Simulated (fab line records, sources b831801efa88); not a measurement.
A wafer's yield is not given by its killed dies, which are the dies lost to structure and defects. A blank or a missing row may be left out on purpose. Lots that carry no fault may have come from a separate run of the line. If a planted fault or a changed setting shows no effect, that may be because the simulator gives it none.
Matching of chambers + flow gf180mcu + GF_V4_CVD_02 on pecvd-04 has 3 sister chambers
The step deposits SiO2 from TEOS, target thk 850 nm, time 94.851 s. 3 wafers are shown with their chamber, then 7 later ones without.

WAFERS, EACH WITH ITS CHAMBER
| wafer  | chamber | heater_power_w (W) |
|--------|---------|--------------------|
| L088.1 | 2       | 664                |
| L089.1 | 0       | 856                |
| L089.4 | 1       | 623                |

WAFERS WITH NO CHAMBER GIVEN
| wafer  | heater_power_w (W) |
|--------|--------------------|
| L089.6 | 667                |
| L093.2 | 646                |
| L093.4 | 687                |
| L093.5 | 774                |
| L095.1 | 597                |
| L095.4 | 641                |
| L095.5 | 650                |

THE CHAMBER EACH PASSED THROUGH
| wafer  | from the rows above          | in truth |
|--------|------------------------------|----------|
| L089.6 | can't be placed: 2 or 1      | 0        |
| L093.2 | can't be placed: 2 or 1      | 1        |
| L093.4 | can't be placed: 2 or 1      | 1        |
| L093.5 | can't be placed: 0 or 2 or 1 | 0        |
| L095.1 | can't be placed: 1 or 2      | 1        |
| L095.4 | can't be placed: 1 or 2      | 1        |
| L095.5 | can't be placed: 2 or 1      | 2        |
Correct placement for 0 of the 7. Cannot be placed on the basis of these rows: 7; the candidates contain the true chamber in 6. Number placed wrongly: 0.
How it was worked out, from the rows above alone: a wafer's distance from a chamber is the root of the sum, over the readings, of the square of ((its reading less the chamber's mean) divided by the reading's scatter). If the next closest chamber is less than 2 further off than the closest, the wafer can't be placed; otherwise it belongs to the closest. Each chamber's mean is taken over the wafers shown for it. The scatter (one wafer shown for each chamber): square how far every hidden wafer sits from the nearest shown wafer, average those squares and take the square root.
